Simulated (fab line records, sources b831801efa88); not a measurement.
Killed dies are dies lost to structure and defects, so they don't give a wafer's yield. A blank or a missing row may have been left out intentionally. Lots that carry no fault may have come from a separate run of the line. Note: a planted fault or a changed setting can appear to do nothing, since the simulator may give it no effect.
The same fault as seen by 2 desks	flow gf180mcu	each desk has only its own numbers; what lay behind them comes last

## TOOL OWNER'S DESK, implanter-02
For each lot that ran on this tool, the mean over its sampled wafers that have a number, from the tool's own readings at GF_VT_IMPLANT_IMPLANT_41. A lot is out of limits, marked OUT, if its mean lies more than 4 standard deviations from the usual mean; the brackets give that distance.
Columns: A = doseIonsCm2 at GF_VT_IMPLANT_IMPLANT_41, usual 1.013e+12; B = faradayCurrentUA at GF_VT_IMPLANT_IMPLANT_41, usual 5.71
lot	first seen here	A	B
L810	day 7 16:23	1.013e+12	5.73
L813	day 8 17:22	1.012e+12	5.68
L816	day 9 12:47	1.014e+12	5.71
L817	day 9 15:47	1.081e+12 (+73) OUT	6.08
L820	day 10 10:25	1.081e+12 (+74) OUT	6.11
L827	day 12 11:26	1.014e+12	5.72
L833	day 14 04:19	1.013e+12	5.64
This desk's verdict: out of limits on L817, L820, starting with L817 at day 9 15:47 (doseIonsCm2 at GF_VT_IMPLANT_IMPLANT_41). L810, L813, L816, L827, L833: within limits.

## METROLOGY DESK
What the gauges read for every lot (on any tool): the sampled wafers with a number, averaged. A lot is out of limits, marked OUT, if its mean lies more than 4 standard deviations from the usual mean; the brackets give that distance.
Columns: A = MVSD_OVL at GF_MVSD_OVL_MEAS_07, usual -0.1 nm; B = VT_IMPLANT_02_OVL at GF_VT_IMPLANT_OVL_MEAS_29, usual -0.6 nm; C = VT_IMPLANT_4_TW at GF_VT_IMPLANT_TW_MEAS_43, usual 692; D = DUAL_GATE_OVL at GF_DUAL_GATE_OVL_MEAS_11, usual 0.2 nm
lot	first seen here	A	B	C	D
L810	day 4 11:44	0.3	-2.0	688	0.6
L812	day 5 01:28	-0.5	-2.5	689	0.8
L813	day 5 08:40	-2.0	0.3	691	-0.7
L814	day 5 11:50	-0.9	-1.0	694	0.5
L816	day 6 01:26	-0.2	0.8	697	-0.2
L817	day 6 04:20	-0.1	0.4	707	-0.6
L820	day 6 21:14	0.6	-1.4	708 (+4.4) OUT	-1.8
L823	day 7 16:50	1.4	-0.8	693	-1.9
L824	day 7 22:46	0.1	-2.0	693	1.3
L826	day 8 10:09	0.9	-0.3	693	0.3
L827	day 8 13:40	-0.3	-1.0	698	0.3
L828	day 8 20:14	0.1	1.2	691	0.6
L830	day 9 09:44	-1.0	-1.2	689	0.9
L833	day 10 01:44	-0.9	-1.9	691	0.2
Finding of this desk: L820 out of limits, first seen on L820 at day 10 10:40 (VT_IMPLANT_4_TW at GF_VT_IMPLANT_TW_MEAS_43). L810, L812, L813, L814, L816, L817, L823, L824, L826, L827, L828, L830, L833: within limits.

## ALL TOGETHER
At day 9 15:47, on L817, L820, the tool owner's desk was in a position to raise an alarm.
L820 would have let the metrology desk raise an alarm at day 10 10:40.
The metrology desk has L817 on record, within its limits.
GF_VT_IMPLANT_IMPLANT_41 was run on implanter-02 by each of the lots named.

## WHAT WAS PUT IN BY THE SIMULATOR
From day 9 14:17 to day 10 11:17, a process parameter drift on implanter-02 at GF_VT_IMPLANT_IMPLANT_41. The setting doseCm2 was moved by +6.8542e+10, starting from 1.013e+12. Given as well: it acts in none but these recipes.
Lots struck among those shown: L817, L820.
Fault start to first reading out of limits, in hours, per desk: tool owner, 2; metrology, 20.
